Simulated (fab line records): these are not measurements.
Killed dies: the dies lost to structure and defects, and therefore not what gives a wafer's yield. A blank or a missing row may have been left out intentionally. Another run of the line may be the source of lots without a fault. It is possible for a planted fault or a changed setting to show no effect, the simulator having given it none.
Which tool was responsible? ; flow gf180mcu ; 11 lots with 33 wafers sampled at 4 steps, on a route of 602 steps

WHAT THE GAUGES READ, wafer by wafer
GF_V1_THK_MEAS_03.
lot;measured;on;V1_CVD_02_THK (nm)
L424;day 17 02:41;filmMetro-04;834 850 848
L425;day 17 07:10;filmMetro-02;845 850 856
L427;day 18 10:02;filmMetro-03;850 835 846
L428;day 18 15:01;filmMetro-02;835 841 837
L429;day 19 00:27;filmMetro-04;858 870 861
L431;day 19 16:34;filmMetro-03;854 402 862 854 402 862
L441;day 23 08:18;filmMetro-03;852 828 847
L443;day 23 23:04;filmMetro-03;838 828 853
L444;day 24 14:42;filmMetro-03;829 840 850
L446;day 24 22:17;filmMetro-04;818 832 844
L447;day 25 02:15;filmMetro-03;847 842 853

WHAT TOOL EACH LOT RAN ON (gives the tool, then ch and the chambers of the sampled wafers, and finally the start)
lot;GF_M1_SPUTTER_00;GF_M1_SPUTTER_01;GF_V1_CVD_02
L424;pvdSputter-04, day 16 03:10;pvdSputter-04, day 16 03:16;pecvd-03 ch 0,2, day 17 02:36
L425;pvdSputter-04, day 16 07:44;pvdSputter-04, day 16 07:50;pecvd-01 ch 1,2, day 17 07:05
L427;pvdSputter-01, day 17 09:14;pvdSputter-01, day 17 09:20;pecvd-03 ch 0,1,2, day 18 09:58
L428;pvdSputter-01, day 17 14:02;pvdSputter-01, day 17 14:08;pecvd-03 ch 0,1,2, day 18 14:57
L429;pvdSputter-02, day 17 23:50;pvdSputter-02, day 17 23:56;pecvd-03 ch 0,2, day 19 00:22
L431;pvdSputter-02, day 18 14:57;pvdSputter-02, day 18 15:03;pecvd-03 ch 0,1,2, day 19 16:30
L441;pvdSputter-04, day 22 07:44;pvdSputter-04, day 22 07:50;pecvd-03 ch 1,2, day 23 08:14
L443;pvdSputter-04, day 22 22:50;pvdSputter-04, day 22 22:56;pecvd-03 ch 0,1,2, day 23 23:00
L444;pvdSputter-02, day 23 14:44;pvdSputter-02, day 23 14:50;pecvd-03 ch 0,1,2, day 24 14:37
L446;pvdSputter-02, day 23 23:20;pvdSputter-02, day 23 23:26;pecvd-03 ch 0,1, day 24 22:13
L447;pvdSputter-02, day 24 03:02;pvdSputter-02, day 24 03:08;pecvd-01 ch 0,2, day 25 02:10
- GF_M1_SPUTTER_00: material Ti, target thk 37.5 nm, time 150 s.
- GF_M1_SPUTTER_01: material TiN, target thk 30 nm, time 25 s.
- GF_V1_CVD_02: deposits SiO2 from TEOS, target thk 850 nm, time 94.851 s.

WHAT THE TOOLS THEMSELVES READ (means of the sampled wafers that have a number; where no wafer has one, the mark that the record gives instead)
GF_M1_SPUTTER_00.
lot;tool;throttleValvePct (%)
L424;pvdSputter-04;29.6
L425;pvdSputter-04;30.2
L427;pvdSputter-01;30.5
L428;pvdSputter-01;30.5
L429;pvdSputter-02;30.8
L431;pvdSputter-02;30.1
L441;pvdSputter-04;30.0
L443;pvdSputter-04;30.1
L444;pvdSputter-02;30.0
L446;pvdSputter-02;30.6
L447;pvdSputter-02;31.3

GF_M1_SPUTTER_01.
lot;tool;throttleValvePct (%)
L424;pvdSputter-04;29.7
L425;pvdSputter-04;30.3
L427;pvdSputter-01;30.5
L428;pvdSputter-01;30.6
L429;pvdSputter-02;30.9
L431;pvdSputter-02;30.1
L441;pvdSputter-04;30.0
L443;pvdSputter-04;30.3
L444;pvdSputter-02;30.0
L446;pvdSputter-02;30.6
L447;pvdSputter-02;31.2

GF_V1_CVD_02.
lot;tool;heaterPowerW (W);runLengthS (s)
L424;pecvd-03;537;122.5
L425;pecvd-01;656;123.2
L427;pecvd-03;622;123.3
L428;pecvd-03;596;122.8
L429;pecvd-03;531;122.6
L431;pecvd-03;661;106.3
L441;pecvd-03;734;123.5
L443;pecvd-03;643;122.9
L444;pecvd-03;585;122.9
L446;pecvd-03;602;123.3
L447;pecvd-01;817;123.2

THE ANSWER, worked out from the rows above alone
Rule: usual is defined by the lots themselves. Put in order of their means at a reading, lots are off if they are a third of the lots or fewer, leave a main group of 4 or more, and stand apart from it by a gap of 3 or more times the standard deviation of the main group's means; of several such gaps the widest counts. A main group is skipped when, at the precision printed for the reading in the tables above, its means are all equal. A lot without any number at a reading at which 4 lots or more have one is off too. The other lots that the step has rows for count as sound. The gauges are gone through in route order, then the tools' own readings, and for those a lot's mean is taken as printed above. At the first step where some lot is off, the reading lying furthest off is the one used; lots without a number count as furthest.
Off: at GF_V1_THK_MEAS_03 (V1_CVD_02_THK), L431. Main group: mean 844 nm, sd 8.1.
If a tool, at a process step before that reading, ran all the lots that are off and no sound lot after the first of them, it fits. The gauges at GF_V1_THK_MEAS_03 aren't tried: what is off there is off at GF_V1_CVD_02 too, on other tools, and a gauge's error can't cause that. Not one of the candidates tried fits.

WHAT THE SIMULATOR HAD INSERTED
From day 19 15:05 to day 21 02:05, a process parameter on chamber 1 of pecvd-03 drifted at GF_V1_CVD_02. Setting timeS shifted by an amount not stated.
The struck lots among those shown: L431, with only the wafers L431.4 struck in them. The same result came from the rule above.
